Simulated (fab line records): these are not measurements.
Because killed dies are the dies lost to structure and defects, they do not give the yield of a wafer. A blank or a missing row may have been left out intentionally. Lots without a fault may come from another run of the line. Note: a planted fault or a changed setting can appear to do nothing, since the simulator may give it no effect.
The tool behind it: which one? + flow sfqLine + 13 lots with 39 wafers sampled at 5 steps, on a route of 325 steps

== WHAT THE GAUGES SHOWED, per wafer ==
SFQ_JJ_OVL_MEAS_931.
| lot  | measured     | on         | J5_OVL (nm) |
|------|--------------|------------|-------------|
| L383 | day 43 09:04 | overlay-01 | 4 8 18      |
| L384 | day 43 12:35 | overlay-01 | -7 -9 -3    |
| L385 | day 43 14:59 | overlay-02 | -4 1 1      |
| L386 | day 43 16:11 | overlay-02 | 0 -5 0      |
| L387 | day 43 17:23 | overlay-02 | -9 -7 -8    |
| L388 | day 45 18:55 | overlay-02 | 5 0 0       |
| L389 | day 51 13:05 | overlay-01 | 4 -8 -12    |
| L390 | day 52 13:36 | overlay-01 | 10 -4 5     |
| L391 | day 52 20:40 | overlay-02 | 13 3 13     |
| L393 | day 59 07:26 | overlay-01 | 4 4 5       |
| L394 | day 59 14:38 | overlay-01 | 2 1 -4      |
| L400 | day 62 17:58 | overlay-02 | 8 2 5       |
| L404 | day 63 16:42 | overlay-01 | 5 2 3       |

== TOOL THAT RAN EACH LOT (tool first, then ch and the chambers of the sampled wafers, then the start) ==
| lot  | SFQ_TRILAYER_I1_CMP_CMP_046   | SFQ_TRILAYER_I1_METRO_MEASURE_047 | SFQ_TRILAYER_I1_VIA_ETCH_VIA_ETCH_052 | SFQ_TRILAYER_M2_ETCH_METAL_ETCH_060 |
|------|-------------------------------|-----------------------------------|---------------------------------------|-------------------------------------|
| L383 | cmp-02 ch 1,2,3, day 14 13:26 | filmMetro-03, day 14 16:34        | rieDiel-02 ch 0,1, day 15 16:44       | rieMetal-01 ch 0,1, day 16 17:31    |
| L384 | cmp-01 ch 0,1,2, day 14 22:02 | filmMetro-02, day 15 00:40        | rieDiel-02 ch 1,2, day 16 01:10       | rieMetal-02 ch 0, day 17 00:43      |
| L385 | cmp-01 ch 0,2,3, day 15 07:37 | filmMetro-04, day 15 10:44        | rieDiel-03 ch 0,2,3, day 16 12:41     | rieMetal-02 ch 0,1, day 17 07:55    |
| L386 | cmp-01 ch 0,3, day 15 16:02   | filmMetro-03, day 15 18:39        | rieDiel-01 ch 0,1, day 16 18:41       | rieMetal-01 ch 0,1, day 17 13:55    |
| L387 | cmp-02 ch 0,1, day 16 00:50   | filmMetro-04, day 16 04:22        | rieDiel-02 ch 0,2,3, day 17 03:05     | rieMetal-02 ch 0,1, day 17 22:44    |
| L388 | cmp-01 ch 0,1,2, day 16 23:28 | filmMetro-03, day 17 02:35        | rieDiel-02 ch 0,2,3, day 17 21:05     | rieMetal-02 ch 0,1, day 18 15:29    |
| L389 | cmp-01 ch 0,1,2, day 17 14:58 | filmMetro-03, day 17 17:35        | rieDiel-03 ch 0,1,3, day 18 13:04     | rieMetal-02 ch 0,1, day 19 03:29    |
| L390 | cmp-02 ch 0,3, day 17 20:53   | filmMetro-04, day 18 00:36        | rieDiel-03 ch 1,2, day 18 17:52       | rieMetal-02 ch 0,1, day 19 10:44    |
| L391 | cmp-01 ch 0,2,3, day 18 09:10 | filmMetro-02, day 18 11:59        | rieDiel-01 ch 0,1,3, day 19 02:16     | rieMetal-02 ch 0,1, day 19 19:05    |
| L393 | cmp-01 ch 1,2, day 19 09:29   | filmMetro-02, day 19 12:06        | rieDiel-03 ch 0,1,2, day 20 03:28     | rieMetal-04 ch 0,1, day 20 20:23    |
| L394 | cmp-01 ch 1,2, day 19 14:59   | filmMetro-03, day 19 18:18        | rieDiel-02 ch 0,1,3, day 20 10:40     | rieMetal-02 ch 0,1, day 21 22:23    |
| L400 | cmp-01 ch 2,3, day 21 14:07   | filmMetro-04, day 21 17:14        | rieDiel-02 ch 0,3, day 23 03:10       | rieMetal-02 ch 0,1, day 24 15:30    |
| L404 | cmp-02 ch 0,1, day 22 22:29   | filmMetro-03, day 23 01:37        | rieDiel-03 ch 1,2, day 24 11:53       | rieMetal-04 ch 0,1, day 25 21:30    |
- SFQ_TRILAYER_I1_CMP_CMP_046: polishes SiO2.
- SFQ_TRILAYER_I1_METRO_MEASURE_047
- SFQ_TRILAYER_I1_VIA_ETCH_VIA_ETCH_052: etches SiO2 in CHF3, stops on Nb, target depth 260 nm.
- SFQ_TRILAYER_M2_ETCH_METAL_ETCH_060: etches Nb in Cl2/Ar, stops on SiO2, target depth 240 nm, time 120 s.

== WHAT THE TOOLS THEMSELVES READ (means of the sampled wafers that have a number; where no wafer has one, the mark that the record gives instead) ==
SFQ_TRILAYER_I1_CMP_CMP_046.
| lot  | tool   | motorCurrentA (A) | slurryFilterDpKPa (kPa) | timeToEndpointS (s) |
|------|--------|-------------------|-------------------------|---------------------|
| L383 | cmp-02 | 10.1              | 13.49                   | 217                 |
| L384 | cmp-01 | 10.2              | 13.48                   | 220                 |
| L385 | cmp-01 | 10.3              | 13.49                   | 211                 |
| L386 | cmp-01 | 9.7               | 13.49                   | 217                 |
| L387 | cmp-02 | 10.0              | 13.41                   | 215                 |
| L388 | cmp-01 | 10.3              | 13.38                   | 226                 |
| L389 | cmp-01 | 10.2              | 13.51                   | 213                 |
| L390 | cmp-02 | 11.1              | 13.45                   | 225                 |
| L391 | cmp-01 | 9.7               | 13.63                   | 213                 |
| L393 | cmp-01 | 10.8              | 13.51                   | 214                 |
| L394 | cmp-01 | 10.7              | 13.41                   | 211                 |
| L400 | cmp-01 | 10.4              | 13.50                   | 216                 |
| L404 | cmp-02 | 9.7               | 13.53                   | 214                 |

SFQ_TRILAYER_I1_METRO_MEASURE_047.
| lot  | tool         | thkNm (nm) |
|------|--------------|------------|
| L383 | filmMetro-03 | 198.7      |
| L384 | filmMetro-02 | 200.4      |
| L385 | filmMetro-04 | 199.9      |
| L386 | filmMetro-03 | 200.0      |
| L387 | filmMetro-04 | 200.7      |
| L388 | filmMetro-03 | 199.6      |
| L389 | filmMetro-03 | 200.9      |
| L390 | filmMetro-04 | 200.3      |
| L391 | filmMetro-02 | 199.6      |
| L393 | filmMetro-02 | 198.9      |
| L394 | filmMetro-03 | 197.7      |
| L400 | filmMetro-04 | 188.6      |
| L404 | filmMetro-03 | 200.4      |

SFQ_TRILAYER_I1_VIA_ETCH_VIA_ETCH_052.
| lot  | tool       | drypumpMotorCurrentA (A) | oesProductAu (a.u.) |
|------|------------|--------------------------|---------------------|
| L383 | rieDiel-02 | 6.3                      | 0.850               |
| L384 | rieDiel-02 | 6.2                      | 0.854               |
| L385 | rieDiel-03 | 5.3                      | 0.857               |
| L386 | rieDiel-01 | 5.6                      | 0.855               |
| L387 | rieDiel-02 | 5.9                      | 0.856               |
| L388 | rieDiel-02 | 5.9                      | 0.858               |
| L389 | rieDiel-03 | 5.8                      | 0.858               |
| L390 | rieDiel-03 | 5.9                      | 0.856               |
| L391 | rieDiel-01 | 5.5                      | 0.852               |
| L393 | rieDiel-03 | 5.4                      | 0.851               |
| L394 | rieDiel-02 | 6.0                      | 0.848               |
| L400 | rieDiel-02 | 5.9                      | 0.826               |
| L404 | rieDiel-03 | 5.9                      | 0.857               |

SFQ_TRILAYER_M2_ETCH_METAL_ETCH_060.
| lot  | tool        | drypumpMotorCurrentA (A) | oesProductAu (a.u.) |
|------|-------------|--------------------------|---------------------|
| L383 | rieMetal-01 | 5.47                     | 0.891               |
| L384 | rieMetal-02 | 5.20                     | 0.881               |
| L385 | rieMetal-02 | 5.62                     | 0.896               |
| L386 | rieMetal-01 | 5.53                     | 0.897               |
| L387 | rieMetal-02 | 5.42                     | 0.893               |
| L388 | rieMetal-02 | 5.61                     | 0.891               |
| L389 | rieMetal-02 | 5.43                     | 0.898               |
| L390 | rieMetal-02 | 5.41                     | 0.892               |
| L391 | rieMetal-02 | 5.43                     | 0.889               |
| L393 | rieMetal-04 | 5.57                     | 0.898               |
| L394 | rieMetal-02 | 5.43                     | 0.902               |
| L400 | rieMetal-02 | 5.62                     | 0.892               |
| L404 | rieMetal-04 | 5.56                     | 0.894               |

== THE ANSWER, worked out from the rows above alone ==
Rule: what is usual is taken from the lots themselves. Put in order of their means at a reading, lots are off if they are a third of the lots or fewer, leave a main group of 4 or more, and stand apart from it by a gap of 3 or more times the standard deviation of the main group's means; of several such gaps the widest counts. If all means in a main group match to the digits the tables above print for the reading, that group is not used. Also off: a lot with no number at a reading for which 4 or more lots have one. Where the step has rows for the other lots, those lots are counted as sound. After the gauges, taken in route order, come the tools' own readings; for these a lot's mean is taken, as printed above. The first step at which some lot is off is used, and at that step the reading that is off furthest; a lot without a number counts as furthest.
Off: L400, at SFQ_TRILAYER_I1_METRO_MEASURE_047 (thkNm). Main group: mean 199.8 nm, sd 0.89.
A tool fits if, at that step or a process step before it, it ran every lot that is off, and no sound lot after the first of them. Can't be told from this: 2 tools fit, cmp-01 at SFQ_TRILAYER_I1_CMP_CMP_046, filmMetro-04 at SFQ_TRILAYER_I1_METRO_MEASURE_047.

== WHAT THE SIMULATOR PUT IN ==
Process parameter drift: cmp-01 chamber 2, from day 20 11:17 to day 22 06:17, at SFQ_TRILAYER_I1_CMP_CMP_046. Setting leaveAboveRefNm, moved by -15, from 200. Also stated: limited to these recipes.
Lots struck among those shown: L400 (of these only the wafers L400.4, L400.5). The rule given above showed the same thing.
